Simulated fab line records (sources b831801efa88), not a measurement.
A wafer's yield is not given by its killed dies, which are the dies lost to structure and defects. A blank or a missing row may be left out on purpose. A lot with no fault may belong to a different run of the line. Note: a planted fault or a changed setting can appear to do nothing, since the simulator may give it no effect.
fab line records	flow sky130
[record] lots = 5	wafers = 23
route steps=708 shown FIELD_ISO@2 PWDE@48 NWELL@64 VT_ADJUST_HVTP@88 VT_ADJUST_LVTN@100
start-h: hours from the record's first day to the start of the lot's first wafer shown	wait-h: hours since the lot's step before	" the same as in the row above	L1.1+2: a row that stands for several wafers	- value missing, or start not given	* or withheld: withheld	< > ~ a bound
route shown NAME@n: a module of which the file shows steps, and the number in the route of the first	usual: mean/standard deviation taken from wafers without a fault	same: alike in all rows	chamber/n: place in a boat	sites: readings site by site	_std_site: the values' standard deviation	_edge_site: the outer-site mean with the inner-site mean subtracted	radius-mm: how far each site lies from the wafer's centre	mask NAME#n: copy n	behind: the most recent tool/chamber to have shaped the wafer	hold: cause of the lot's hold/its duration in hours/its outcome	device: names the non-switching transistor (n, p or np)	end of line: the tests these same wafers got at the end of their route	step lacking rows: just its recipe	killed: at the first sort, the dies lost to defects and structure; wafer yield is something else	map: a wafer's dies, x killed, . not, _ none there
set.NAME: the setting the step ran with; set.NAME@STEP: the setting that earlier step ran with	model.NAME: the simulator's own value behind a step, which no gauge read
lots with deliberately changed settings; one table per step, one row per wafer
[[steps]]
[step SKY_FIELD_ISO_OXIDATION_01]
[recipe] temp-c = 900	ambient = O2	stabilise-s = 600	purge-s = 300	target-thk-a = 120	ox-time-s = 1843
lot.wafer	tool	chamber	start-h	wait-h	set.ox-time-s	model.SiO2_of_FIELD_ISO_OXIDATION_01.thk-nm
L077.1	-	-	-	1.4	1966	12.25
L077.2	"	-	"	"	1966	12.23
L077.3	"	-	"	"	1966	12.3
L077.5	"	-	"	"	1966	12.32
L077.6	"	-	"	"	1966	12.44
L080.2	furnace-02	0	41.05	1.0	1843	12.08
L080.4	"	0	"	"	1843	12.51
L080.5	"	0	"	"	1843	12.14
L082.1	-	-	-	2.9	1968	12.56
L082.3	"	-	"	"	1968	12.51
L082.4	"	-	"	"	1968	12.47
L082.5	"	-	"	"	1968	12.39
L082.6	"	-	"	"	1968	12.54
L084.1	-	-	-	2.8	1843	11.96
L084.2+3	"	-	"	"	1843	11.94
L084.5	"	-	"	"	1843	11.92
L084.6	"	-	"	"	1843	11.99
L085.1	-	-	-	1.9	1638	11.23
L085.2	"	-	"	"	1638	11.15
L085.3	"	-	"	"	1638	11.14
L085.4	"	-	"	"	1638	11.39
L085.5	"	-	"	"	1638	11.22
[step SKY_FIELD_ISO_STRIP_16]
[recipe] chemistry = O2/N2	power-w = 1400	pressure-mtorr = 1500	platen-temp-c = withheld	o2-flow-sccm = 3000	n2-flow-sccm = 300	overash-fraction = 0.5
[usual] strip-time-to-endpoint-s = 3.55/0.035
lot.wafer	tool	chamber	start-h	wait-h	set.power-w	strip-time-to-endpoint-s
L077.1	plasma-asher-03	1	45.79	0.0	1400	3.63
L077.2	"	0	"	"	1400	3.55
L077.3	"	1	"	"	1400	3.52
L077.5	"	1	"	"	1400	3.55
L077.6	"	0	"	"	1400	3.50
L080.2	plasma-asher-01	0	59.74	0.0	1400	3.53
L080.4	"	1	"	"	1400	3.57
L080.5	"	1	"	"	1400	3.53
L082.1	plasma-asher-04	1	72.47	0.0	1400	3.59
L082.3	"	1	"	"	1467	3.41
L082.4	"	0	"	"	1400	3.56
L082.5	"	1	"	"	1467	3.45
L082.6	"	0	"	"	1467	3.42
L084.1	plasma-asher-03	1	83.14	0.0	1400	3.57
L084.2	"	0	"	"	1400	3.54
L084.3	"	0	"	"	1244	3.90
L084.5	"	1	"	"	1244	3.92
L084.6	"	0	"	"	1244	3.92
L085.1	plasma-asher-01	0	87.84	0.0	1400	3.53
L085.2	"	1	"	"	1505	3.35
L085.3	"	0	"	"	1400	3.51
L085.4	"	1	"	"	1505	3.31
L085.5	"	1	"	"	1505	3.32
[step SKY_PWDE_SOFTBAKE_03]
[recipe] temp-c = 110	time-s = withheld
lot.wafer	tool	chamber	start-h	wait-h	set.temp-c
L077.1+5+6	litho-track-01	0	80.42	0.1	110
L077.2+3	"	0	"	"	111.8
L080.2+4+5	litho-track-02	0	95.65	0.1	110
L082.1+3+4	litho-track-01	0	104.97	0.1	110
L082.5+6	"	0	"	"	111.1
L084.1+5	litho-track-04	0	118.23	0.1	113.6
L084.2+3+6	"	0	"	"	110
L085.1+2+3	litho-track-01	0	121.42	0.1	108.6
L085.4+5	"	0	"	"	110
[step SKY_PWDE_DEVELOP_06]
[recipe] wall-angle-deg = 90	developer = TMAH	develop-time-s = 60	dev-temp-c = 23
lot.wafer	tool	chamber	start-h	wait-h	set.dev-temp-c	set.temp-c@PWDE_SOFTBAKE_03	model.coat_of_PWDE_COAT_02.thk-nm
L077.1	litho-track-04	0	-	-	23	110	2994
L077.2	"	0	"	"	23	111.8	2983
L077.3	"	0	"	"	26.68	111.8	2984
L077.5	"	0	"	"	23	110	2993
L077.6	"	0	"	"	26.68	110	2992
L080.2	litho-track-01	0	-	-	23	110	2994
L080.4+5	"	0	"	"	23	110	2991
L082.1+3	litho-track-01	0	-	-	23	110	3010
L082.4	"	0	"	"	19.88	110	3017
L082.5	"	0	"	"	23	111.1	3003
L082.6	"	0	"	"	19.88	111.1	3000
L084.1	litho-track-01	0	-	-	23	113.6	2968
L084.2	"	0	"	"	23	110	2992
L084.3	"	0	"	"	23	110	3001
L084.5	"	0	"	"	23	113.6	2971
L084.6	"	0	"	"	23	110	3009
L085.1	litho-track-01	0	-	-	23	108.6	3008
L085.2	"	0	"	"	23	108.6	3017
L085.3	"	0	"	"	20.07	108.6	3014
L085.4	"	0	"	"	23	110	3008
L085.5	"	0	"	"	20.07	110	3000
[step SKY_PWDE_IMPLANT_08]
[recipe] species = B	energy-kev = 150	dose-cm2 = 3.529e+12	tilt-deg = withheld
[step SKY_PWDE_STRIP_09]
[recipe] chemistry = O2/N2	power-w = 1400	pressure-mtorr = 1500	platen-temp-c = withheld	o2-flow-sccm = 3000	n2-flow-sccm = 300	overash-fraction = 0.5
[usual] strip-time-to-endpoint-s = 36.96/0.12
lot.wafer	tool	chamber	start-h	wait-h	set.temp-c@PWDE_SOFTBAKE_03	strip-time-to-endpoint-s
L077.1	plasma-asher-03	0	89.57	0.1	110	36.90
L077.2	"	1	"	"	111.8	36.75
L077.3	"	0	"	"	111.8	36.77
L077.5	"	0	"	"	110	36.86
L077.6	"	1	"	"	110	36.88
L080.2	plasma-asher-03	1	104.71	0.1	110	36.91
L080.4	"	1	"	"	110	36.88
L080.5	"	0	"	"	110	36.87
L082.1	plasma-asher-03	0	113.36	0.1	110	37.07
L082.3	"	0	"	"	110	37.09
L082.4	"	1	"	"	110	37.17
L082.5	"	1	"	"	111.1	36.98
L082.6	"	0	"	"	111.1	36.96
L084.1	plasma-asher-01	1	126.81	0.1	113.6	36.58
L084.2	"	0	"	"	110	36.87
L084.3	"	0	"	"	110	36.98
L084.5	"	0	"	"	113.6	36.62
L084.6	"	1	"	"	110	37.07
L085.1	plasma-asher-03	0	129.01	0.1	108.6	37.06
L085.2	"	1	"	"	108.6	37.16
L085.3	"	0	"	"	108.6	37.12
L085.4	"	1	"	"	110	37.04
L085.5	"	0	"	"	110	36.95
[step SKY_NWELL_IMPLANT_11]
[recipe] species = P	energy-kev = 400	dose-cm2 = 1.9e+13	tilt-deg = withheld
lot.wafer	tool	chamber	start-h	wait-h	set.dose-cm2
L077.1+2	implanter-04	0	107.15	0.0	1.843e+13
L077.3+5+6	"	0	"	"	1.9e+13
L080.2+4+5	implanter-04	0	121.48	0.0	1.9e+13
L082.1+5+6	implanter-03	0	129.95	0.0	1.761e+13
L082.3+4	"	0	"	"	1.9e+13
L084.1+2+3+5+6	implanter-02	0	142.15	0.0	1.9e+13
L085.1+3+5	implanter-04	0	145.98	0.0	2.01e+13
L085.2+4	"	0	"	"	1.9e+13
[step SKY_NWELL_IMPLANT_12]
[recipe] species = P	energy-kev = 120	dose-cm2 = 1.3e+12	tilt-deg = withheld
[step SKY_NWELL_IMPLANT_13]
[recipe] species = P	energy-kev = 50	dose-cm2 = 7e+11	tilt-deg = withheld
[step SKY_NWELL_STRIP_14]
[recipe] chemistry = O2/N2	power-w = 1400	pressure-mtorr = 1500	platen-temp-c = withheld	o2-flow-sccm = 3000	n2-flow-sccm = 300	overash-fraction = 0.5
[step SKY_NWELL_TW_MEAS_15]
[usual] NWELL_TW = 1836/9.6
lot.wafer	tool	chamber	start-h	wait-h	set.dose-cm2@NWELL_IMPLANT_11	NWELL_TW
L077.1	film-metro-04	-	107.70	0.1	1.843e+13	1829
L077.2	"	-	"	"	1.843e+13	1821
L077.3	"	-	"	"	1.9e+13	1842
L077.5	"	-	"	"	1.9e+13	1842
L077.6	"	-	"	"	1.9e+13	1839
L080.2	film-metro-02	-	122.01	0.1	1.9e+13	1823
L080.4	"	-	"	"	1.9e+13	1825
L080.5	"	-	"	"	1.9e+13	1838
L082.1	film-metro-02	-	130.50	0.1	1.761e+13	1788
L082.3	"	-	"	"	1.9e+13	1833
L082.4	"	-	"	"	1.9e+13	1827
L082.5	"	-	"	"	1.761e+13	1783
L082.6	"	-	"	"	1.761e+13	1786
L084.1	film-metro-02	-	142.70	0.1	1.9e+13	1817
L084.2	"	-	"	"	1.9e+13	1823
L084.3	"	-	"	"	1.9e+13	1833
L084.5	"	-	"	"	1.9e+13	1826
L084.6	"	-	"	"	1.9e+13	1823
L085.1	film-metro-01	-	146.53	0.1	2.01e+13	1872
L085.2	"	-	"	"	1.9e+13	1858
L085.3	"	-	"	"	2.01e+13	1883
L085.4	"	-	"	"	1.9e+13	1847
L085.5	"	-	"	"	2.01e+13	1884
[step SKY_NWELL_IMPLANT_24]
[recipe] species = B	energy-kev = 140	dose-cm2 = 9.2e+12	tilt-deg = withheld
lot.wafer	tool	chamber	start-h	wait-h	set.energy-kev	model.implant.drp-nm
L077.1+5	implanter-04	0	124.65	0.0	148	97.46
L077.2+3+6	"	0	"	"	140	95.47
L080.2+4+5	implanter-04	0	137.75	0.0	140	95.47
L082.1+6	implanter-02	0	146.42	0.0	147.2	97.26
L082.3+4+5	"	0	"	"	140	95.47
L084.1+5+6	implanter-03	0	163.58	0.0	146.1	96.99
L084.2+3	"	0	"	"	140	95.47
L085.1+2+3+4+5	implanter-04	0	166.68	0.0	140	95.47
[step SKY_NWELL_STRIP_25]
[recipe] chemistry = O2/N2	power-w = 1400	pressure-mtorr = 1500	platen-temp-c = withheld	o2-flow-sccm = 3000	n2-flow-sccm = 300	overash-fraction = 0.5
[step SKY_NWELL_CLEAN_27]
[recipe] chemistry = SC1/SC2	mix = 1:4:20	temp-c = 70	time-s = 150	dry = n2-spin
[step SKY_NWELL_RTA_28]
[recipe] temp-c = 1050	time-s = 30	idle-temp-c = 650	ramp-up-c-per-s = 150	ramp-down-c-per-s = 90	ambient = N2
[step SKY_NWELL_RS_MEAS_29]
[recipe] thk-meas-gauge = four-point-probe
[usual] NWELL_RS = 624.4/1.3
lot.wafer	tool	chamber	start-h	wait-h	set.dose-cm2@NWELL_IMPLANT_11	NWELL_RS[ohm/sq]
L077.1	film-metro-02	-	125.19	0.1	1.843e+13	634.5
L077.2	"	-	"	"	1.843e+13	635.7
L077.3	"	-	"	"	1.9e+13	623.0
L077.5	"	-	"	"	1.9e+13	624.9
L077.6	"	-	"	"	1.9e+13	625.0
L080.2	film-metro-01	-	138.20	0.1	1.9e+13	622.0
L080.4	"	-	"	"	1.9e+13	622.9
L080.5	"	-	"	"	1.9e+13	623.7
L082.1	film-metro-04	-	146.88	0.1	1.761e+13	651.4
L082.3	"	-	"	"	1.9e+13	625.2
L082.4	"	-	"	"	1.9e+13	625.7
L082.5	"	-	"	"	1.761e+13	651.1
L082.6	"	-	"	"	1.761e+13	651.8
L084.1	film-metro-02	-	164.04	0.1	1.9e+13	625.4
L084.2	"	-	"	"	1.9e+13	625.1
L084.3	"	-	"	"	1.9e+13	624.7
L084.5	"	-	"	"	1.9e+13	624.4
L084.6	"	-	"	"	1.9e+13	623.9
L085.1	film-metro-04	-	167.14	0.1	2.01e+13	607.8
L085.2	"	-	"	"	1.9e+13	625.1
L085.3	"	-	"	"	2.01e+13	607.6
L085.4	"	-	"	"	1.9e+13	626.8
L085.5	"	-	"	"	2.01e+13	605.8
[step SKY_VT_ADJUST_HVTP_SOFTBAKE_03]
[recipe] temp-c = 90	time-s = 60	resist = NOVOLAK
lot.wafer	tool	chamber	start-h	wait-h	set.temp-c
L077.1+2+3	litho-track-02	0	133.32	0.1	90
L077.5+6	"	0	"	"	86.29
L080.2+4+5	litho-track-03	0	146.42	0.1	90
L082.1+4	litho-track-03	0	157.90	0.1	90
L082.3+5+6	"	0	"	"	86.38
L084.1+2+5	litho-track-03	0	173.60	0.1	90
L084.3+6	"	0	"	"	92.18
L085.1+2+3+4+5	litho-track-03	0	177.95	0.1	90
[step SKY_VT_ADJUST_HVTP_DEVELOP_06]
[recipe] resist = NOVOLAK	developer = TMAH	develop-time-s = 60	dev-temp-c = 23
lot.wafer	tool	chamber	start-h	wait-h	set.develop-time-s	set.temp-c@VT_ADJUST_HVTP_SOFTBAKE_03	model.NOVOLAK_of_VT_ADJUST_HVTP_COAT_02.thk-nm
L077.1	litho-track-02	0	141.02	0.1	52.19	90	1132
L077.2	"	0	"	"	52.19	90	1138
L077.3	"	0	"	"	60	90	1133
L077.5	"	0	"	"	60	86.29	1146
L077.6	"	0	"	"	52.19	86.29	1146
L080.2+5	litho-track-03	0	157.32	0.1	60	90	1141
L080.4	"	0	"	"	60	90	1142
L082.1	litho-track-03	0	167.10	0.1	60	90	1135
L082.3	"	0	"	"	60	86.38	1148
L082.4	"	0	"	"	60	90	1140
L082.5	"	0	"	"	60	86.38	1149
L082.6	"	0	"	"	60	86.38	1151
L084.1	litho-track-01	0	183.67	0.1	60	90	1138
L084.2	"	0	"	"	60	90	1139
L084.3	"	0	"	"	60	92.18	1135
L084.5	"	0	"	"	66.63	90	1140
L084.6	"	0	"	"	66.63	92.18	1132
L085.1	litho-track-03	0	187.05	0.1	54.91	90	1139
L085.2	"	0	"	"	54.91	90	1138
L085.3+4	"	0	"	"	60	90	1140
L085.5	"	0	"	"	54.91	90	1140
[step SKY_VT_ADJUST_HVTP_CD_MEAS_07]
[recipe] target-cd-nm = 380
[usual] cd-nm = 379.6/2.8
lot.wafer	tool	chamber	start-h	wait-h	set.develop-time-s@VT_ADJUST_HVTP_DEVELOP_06	cd-nm
L077.1	cd-sem-01	-	141.17	0.1	52.19	365.9
L077.2	"	-	"	"	52.19	366.7
L077.3	"	-	"	"	60	377.0
L077.5	"	-	"	"	60	378.2
L077.6	"	-	"	"	52.19	362.6
L080.2	cd-sem-02	-	157.47	0.1	60	379.3
L080.4	"	-	"	"	60	378.7
L080.5	"	-	"	"	60	377.1
L082.1	cd-sem-01	-	167.25	0.1	60	377.0
L082.3	"	-	"	"	60	375.9
L082.4	"	-	"	"	60	372.9
L082.5	"	-	"	"	60	374.9
L082.6	"	-	"	"	60	375.8
L084.1	cd-sem-01	-	183.82	0.1	60	385.7
L084.2	"	-	"	"	60	385.6
L084.3	"	-	"	"	60	384.8
L084.5	"	-	"	"	66.63	396.4
L084.6	"	-	"	"	66.63	394.6
L085.1	cd-sem-01	-	187.20	0.1	54.91	371.2
L085.2	"	-	"	"	54.91	374.0
L085.3	"	-	"	"	60	378.2
L085.4	"	-	"	"	60	379.5
L085.5	"	-	"	"	54.91	370.0
[step SKY_VT_ADJUST_HVTP_IMPLANT_09]
[recipe] species = As	energy-kev = 150	dose-cm2 = 4.3e+12	tilt-deg = withheld
[step SKY_VT_ADJUST_HVTP_STRIP_10]
[recipe] chemistry = O2/N2	power-w = 1400	pressure-mtorr = 1500	platen-temp-c = withheld	o2-flow-sccm = 3000	n2-flow-sccm = 300	overash-fraction = 0.5
[usual] strip-time-to-endpoint-s = 14.19/0.045
lot.wafer	tool	chamber	start-h	wait-h	set.temp-c@VT_ADJUST_HVTP_SOFTBAKE_03	strip-time-to-endpoint-s
L077.1	plasma-asher-01	1	141.47	0.1	90	14.08
L077.2	"	0	"	"	90	14.16
L077.3	"	1	"	"	90	14.10
L077.5	"	1	"	"	86.29	14.25
L077.6	"	0	"	"	86.29	14.26
L080.2	plasma-asher-04	1	157.75	0.1	90	14.20
L080.4	"	0	"	"	90	14.21
L080.5	"	0	"	"	90	14.19
L082.1	plasma-asher-01	1	167.55	0.1	90	14.12
L082.3	"	0	"	"	86.38	14.26
L082.4	"	1	"	"	90	14.17
L082.5	"	0	"	"	86.38	14.29
L082.6	"	1	"	"	86.38	14.28
L084.1	plasma-asher-01	0	184.13	0.1	90	14.16
L084.2	"	1	"	"	90	14.16
L084.3	"	0	"	"	92.18	14.12
L084.5	"	1	"	"	90	14.18
L084.6	"	0	"	"	92.18	14.08
L085.1	plasma-asher-04	0	187.50	0.1	90	14.18
L085.2	"	1	"	"	90	14.18
L085.3	"	1	"	"	90	14.18
L085.4	"	0	"	"	90	14.21
L085.5	"	1	"	"	90	14.18
[step SKY_VT_ADJUST_LVTN_SOFTBAKE_03]
[recipe] temp-c = 110	time-s = withheld
lot.wafer	tool	chamber	start-h	wait-h	set.temp-c
L077.1+3+6	litho-track-01	0	152.27	0.1	110
L077.2+5	"	0	"	"	112.6
L080.2+4+5	litho-track-01	0	166.85	0.1	110
L082.1+3	litho-track-01	0	178.32	0.1	106.3
L082.4+5+6	"	0	"	"	110
L084.1+3+5	litho-track-04	0	194.43	0.1	110
L084.2+6	"	0	"	"	108.1
L085.1+4	litho-track-04	0	198.73	0.1	107.1
L085.2+3+5	"	0	"	"	110
[step SKY_VT_ADJUST_LVTN_EXPOSE_04]
[recipe] mask-id = NWM_COMPLEMENT_LESS_NATIVE	na = 0.6	source-shape = conventional	sigma-outer = 0.6	polarization = unpolarized	target-cd-nm = 840	dose-mj = 194
[step SKY_VT_ADJUST_LVTN_PEB_05]
[recipe] temp-c = 115	time-s = withheld
[step SKY_VT_ADJUST_LVTN_DEVELOP_06]
[recipe] wall-angle-deg = 90	developer = TMAH	develop-time-s = 60	dev-temp-c = 23
lot.wafer	tool	chamber	start-h	wait-h	set.temp-c@VT_ADJUST_LVTN_SOFTBAKE_03	model.coat_of_VT_ADJUST_LVTN_COAT_02.thk-nm
L077.1	litho-track-03	0	-	-	110	3060
L077.2	"	0	"	"	112.6	3041
L077.3	"	0	"	"	110	3061
L077.5	"	0	"	"	112.6	3035
L077.6	"	0	"	"	110	3065
L080.2	litho-track-01	0	-	-	110	3049
L080.4	"	0	"	"	110	3051
L080.5	"	0	"	"	110	3059
L082.1	litho-track-04	0	-	-	106.3	3084
L082.3	"	0	"	"	106.3	3090
L082.4	"	0	"	"	110	3059
L082.5	"	0	"	"	110	3050
L082.6	"	0	"	"	110	3054
L084.1	litho-track-03	0	-	-	110	3061
L084.2	"	0	"	"	108.1	3068
L084.3	"	0	"	"	110	3063
L084.5	"	0	"	"	110	3060
L084.6	"	0	"	"	108.1	3080
L085.1	litho-track-01	0	-	-	107.1	3077
L085.2	"	0	"	"	110	3050
L085.3	"	0	"	"	110	3052
L085.4	"	0	"	"	107.1	3078
L085.5	"	0	"	"	110	3058
[step SKY_VT_ADJUST_LVTN_IMPLANT_08]
[recipe] species = B	energy-kev = 30	dose-cm2 = 1.57e+12	tilt-deg = withheld
[step SKY_VT_ADJUST_LVTN_STRIP_09]
[recipe] chemistry = O2/N2	power-w = 1400	pressure-mtorr = 1500	platen-temp-c = withheld	o2-flow-sccm = 3000	n2-flow-sccm = 300	overash-fraction = 0.5
[usual] strip-time-to-endpoint-s = 37.57/0.059
lot.wafer	tool	chamber	start-h	wait-h	set.temp-c@VT_ADJUST_LVTN_SOFTBAKE_03	strip-time-to-endpoint-s
L077.1	plasma-asher-01	0	162.43	0.1	110	37.63
L077.2	"	1	"	"	112.6	37.45
L077.3	"	0	"	"	110	37.64
L077.5	"	0	"	"	112.6	37.36
L077.6	"	1	"	"	110	37.70
L080.2	plasma-asher-04	1	177.76	0.1	110	37.54
L080.4	"	0	"	"	110	37.53
L080.5	"	1	"	"	110	37.62
L082.1	plasma-asher-02	0	187.52	0.1	106.3	37.93
L082.3	"	1	"	"	106.3	37.97
L082.4	"	0	"	"	110	37.62
L082.5	"	0	"	"	110	37.51
L082.6	"	1	"	"	110	37.55
L084.1	plasma-asher-02	1	205.73	0.1	110	37.65
L084.2	"	0	"	"	108.1	37.71
L084.3	"	0	"	"	110	37.66
L084.5	"	0	"	"	110	37.63
L084.6	"	1	"	"	108.1	37.86
L085.1	plasma-asher-01	1	209.91	0.1	107.1	37.83
L085.2	"	0	"	"	110	37.53
L085.3	"	1	"	"	110	37.53
L085.4	"	0	"	"	107.1	37.83
L085.5	"	0	"	"	110	37.63
[[key]]
[split] step = SKY_FIELD_ISO_OXIDATION_01	setting = ox-time-s	stated = 1843	by = lot
[response] step = SKY_FIELD_ISO_OXIDATION_01	reading = model.SiO2_of_FIELD_ISO_OXIDATION_01.thk-nm	change = +0.0654	per = 1%	r = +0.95
[split] step = SKY_FIELD_ISO_STRIP_16	setting = power-w	stated = 1400	by = wafer
[response] step = SKY_FIELD_ISO_STRIP_16	reading = strip-time-to-endpoint-s	change = *	per = 1%	r = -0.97
[split] step = SKY_PWDE_SOFTBAKE_03	setting = temp-c	stated = 110	by = wafer
[response] step = SKY_PWDE_DEVELOP_06	reading = model.coat_of_PWDE_COAT_02.thk-nm	change = -8.84	per = 1%	r = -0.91
[response] step = SKY_PWDE_STRIP_09	reading = strip-time-to-endpoint-s	change = *	per = 1%	r = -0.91
[split] step = SKY_PWDE_DEVELOP_06	setting = dev-temp-c	stated = 23	by = wafer
response none clear
[split] step = SKY_NWELL_IMPLANT_11	setting = dose-cm2	stated = 1.9e+13	by = wafer
[response] step = SKY_NWELL_TW_MEAS_15	reading = NWELL_TW	change = +5.47	per = 1%	r = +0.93
[response] step = SKY_NWELL_RS_MEAS_29	reading = NWELL_RS	change = -3.45	per = 1%	r = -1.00
[split] step = SKY_NWELL_IMPLANT_24	setting = energy-kev	stated = 140	by = wafer
[response] step = SKY_NWELL_IMPLANT_24	reading = model.implant.drp-nm	change = +0.348	per = 1%	r = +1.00
[split] step = SKY_VT_ADJUST_HVTP_SOFTBAKE_03	setting = temp-c	stated = 90	by = wafer
[response] step = SKY_VT_ADJUST_HVTP_DEVELOP_06	reading = model.NOVOLAK_of_VT_ADJUST_HVTP_COAT_02.thk-nm	change = -2.75	per = 1%	r = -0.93
[response] step = SKY_VT_ADJUST_HVTP_STRIP_10	reading = strip-time-to-endpoint-s	change = *	per = 1%	r = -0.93
[split] step = SKY_VT_ADJUST_HVTP_DEVELOP_06	setting = develop-time-s	stated = 60	by = wafer
[response] step = SKY_VT_ADJUST_HVTP_CD_MEAS_07	reading = cd-nm	change = +0.924	per = 1%	r = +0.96
[split] step = SKY_VT_ADJUST_LVTN_SOFTBAKE_03	setting = temp-c	stated = 110	by = wafer
[response] step = SKY_VT_ADJUST_LVTN_DEVELOP_06	reading = model.coat_of_VT_ADJUST_LVTN_COAT_02.thk-nm	change = -9.35	per = 1%	r = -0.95
[response] step = SKY_VT_ADJUST_LVTN_STRIP_09	reading = strip-time-to-endpoint-s	change = *	per = 1%	r = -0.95
